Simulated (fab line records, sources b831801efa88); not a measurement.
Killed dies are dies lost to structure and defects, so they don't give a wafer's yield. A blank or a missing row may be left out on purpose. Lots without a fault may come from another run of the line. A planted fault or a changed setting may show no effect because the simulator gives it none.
Which tool did it? | flow gf180mcu | 14 lots, 42 wafers sampled, at 4 steps of a route of 602

WHAT THE GAUGES READ, wafer by wafer
GF_STI_BOW_MEAS_00.
lot  | measured    | on            | INCOMING_BOW (um)
L837 | day 1 15:00 | film_metro-03 | -5 -3 7
L838 | day 1 20:02 | film_metro-01 | -1 1 1
L839 | day 2 01:00 | film_metro-03 | 10 -1 11
L840 | day 2 06:01 | film_metro-03 | -2 -4 -11
L841 | day 2 11:00 | film_metro-03 | -12 2 -1
L843 | day 2 21:00 | film_metro-01 | 8 6 -6
L844 | day 3 02:01 | film_metro-04 | -3 -6 0
L845 | day 3 07:01 | film_metro-01 | -5 6 -4
L846 | day 3 12:00 | film_metro-01 | -6 0 3
L847 | day 3 17:01 | film_metro-01 | -5 -10 -2
L853 | day 4 23:02 | film_metro-04 | -9 -6 13
L856 | day 5 14:00 | film_metro-03 | -13 -7 -2
L857 | day 5 19:01 | film_metro-03 | 5 5 4
L859 | day 6 05:00 | film_metro-03 | -4 -5 -7

GF_MVSD_OVL_MEAS_07.
lot  | measured    | on         | MVSD_OVL (nm)
L837 | day 4 15:44 | overlay-01 | 0.6 1.5 0.3
L838 | day 4 20:48 | overlay-01 | 1.4 0.7 0.5
L839 | day 5 03:03 | overlay-01 | 0.6 3.1 -1.5
L840 | day 5 08:14 | overlay-01 | -0.7 -0.6 -0.5
L841 | day 5 16:17 | overlay-02 | 1.4 -0.7 0.0
L843 | day 6 03:18 | overlay-02 | -0.7 0.7 0.0
L844 | day 6 08:26 | overlay-02 | -0.3 -1.2 -1.1
L845 | day 6 13:58 | overlay-01 | 0.1 0.5 -0.9
L846 | day 6 19:17 | overlay-02 | -1.3 0.5 0.4
L847 | day 7 03:29 | overlay-01 | 0.9 -0.5 0.0
L853 | day 8 15:05 | overlay-01 | -0.4 0.9 0.1
L856 | day 9 07:57 | overlay-01 | 0.4 -1.4 0.3
L857 | day 9 12:14 | overlay-02 | 1.5 -0.9 -1.5
L859 | day 9 23:26 | overlay-01 | -0.8 1.3 -0.9

GF_HV_LDD_OVL_MEAS_20.
lot  | measured     | on         | HV_LDD_01_OVL (nm)
L837 | day 11 07:09 | overlay-02 | -3.6 -3.2 -4.0
L838 | day 11 06:57 | overlay-02 | -0.8 -1.8 0.2
L839 | day 11 23:43 | overlay-01 | -3.8 -1.6 -3.1
L840 | day 12 09:31 | overlay-01 | -2.0 -0.6 1.3
L841 | day 12 15:31 | overlay-02 | -0.4 0.4 0.0
L843 | day 13 00:49 | overlay-02 | -2.6 -1.2 -2.6
L844 | day 13 11:34 | overlay-01 | -2.6 -0.7 -2.3
L845 | day 13 20:31 | overlay-01 | -0.1 -0.8 -0.8
L846 | day 14 01:12 | overlay-02 | 1.1 0.2 0.6
L847 | day 14 09:49 | overlay-01 | -1.6 -3.5 -2.9
L853 | day 16 06:38 | overlay-01 | -2.3 -3.4 -1.3
L856 | day 17 02:51 | overlay-01 | -1.6 -1.5 -0.2
L857 | day 17 06:16 | overlay-01 | -2.6 -2.7 -2.3
L859 | day 17 22:42 | overlay-01 | -1.9 -1.1 -1.1

WHICH TOOL RAN EACH LOT (tool, then ch and the chambers of the sampled wafers, then the start)
lot  | GF_VT_IMPLANT_IMPLANT_08
L837 | implanter-01 ch 0, day 5 20:53
L838 | implanter-03 ch 0, day 6 01:59
L839 | implanter-01 ch 0, day 6 09:04
L840 | implanter-02 ch 0, day 6 14:35
L841 | implanter-03 ch 0, day 6 22:40
L843 | implanter-02 ch 0, day 7 10:29
L844 | implanter-02 ch 0, day 7 16:35
L845 | implanter-03 ch 0, day 7 22:02
L846 | implanter-03 ch 0, day 8 03:13
L847 | implanter-02 ch 0, day 8 12:23
L853 | implanter-02 ch 0, day 10 01:35
L856 | implanter-03 ch 0, day 10 18:14
L857 | implanter-03 ch 0, day 10 22:02
L859 | implanter-02 ch 0, day 11 11:07
- GF_VT_IMPLANT_IMPLANT_08

WHAT THE TOOLS THEMSELVES READ (means of the sampled wafers that have a number; where no wafer has one, the mark that the record gives instead)
GF_VT_IMPLANT_IMPLANT_08.
lot  | tool         | dose_ions_cm2 | faraday_current_uA
L837 | implanter-01 | 8.29e+12      | 46.1
L838 | implanter-03 | 8.29e+12      | 47.4
L839 | implanter-01 | 8.30e+12      | 46.2
L840 | implanter-02 | 8.28e+12      | 46.6
L841 | implanter-03 | 8.28e+12      | 47.1
L843 | implanter-02 | 8.29e+12      | 45.9
L844 | implanter-02 | 8.29e+12      | 46.8
L845 | implanter-03 | 8.28e+12      | 46.8
L846 | implanter-03 | 8.29e+12      | 47.6
L847 | implanter-02 | 8.30e+12      | 47.0
L853 | implanter-02 | 8.29e+12      | 46.6
L856 | implanter-03 | 7.40e+12      | 42.4
L857 | implanter-03 | 7.40e+12      | 42.3
L859 | implanter-02 | 8.29e+12      | 47.1

THE ANSWER, worked out from the rows above alone
Rule: what is usual is taken from the lots themselves. Put in order of their means at a reading, lots are off if they are a third of the lots or fewer, leave a main group of 4 or more, and stand apart from it by a gap of 3 or more times the standard deviation of the main group's means; of several such gaps the widest counts. A main group whose means are all the same, to the digits that the tables above print for the reading, isn't used. A lot without any number at a reading at which 4 lots or more have one is off too. The other lots that the step has rows for count as sound. The gauges are gone through in route order, then the tools' own readings, and for those a lot's mean is taken as printed above. The first step at which some lot is off is used, and at that step the reading that is off furthest; a lot without a number counts as furthest.
Off: L856, L857, at GF_VT_IMPLANT_IMPLANT_08 (dose_ions_cm2). The main group: mean 8.29e+12, standard deviation 6.4e+09.
A tool fits if, at that step or a process step before it, it ran every lot that is off, and no sound lot after the first of them. One fits: implanter-03 at GF_VT_IMPLANT_IMPLANT_08. Its last sound lot is L846 (day 8 03:13), its first lot that is off L856 (day 10 18:14): a fault that began between those two fits.
The tool's own readings at GF_VT_IMPLANT_IMPLANT_08 bear it out: on the lots that are off they differ by more than 5 times the standard deviation of the sound lots' means. dose_ions_cm2 reads 7.40e+12 there against 8.29e+12 on the sound lots; faraday_current_uA reads 42.3 there against 46.8 on the sound lots.

WHAT THE SIMULATOR HAD PUT IN
Process parameter drift: implanter-03, from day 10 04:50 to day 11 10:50, at GF_VT_IMPLANT_IMPLANT_08. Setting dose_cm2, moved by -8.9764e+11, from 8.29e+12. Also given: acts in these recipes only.
Lots struck among those shown: L856, L857. The rule above found the same.
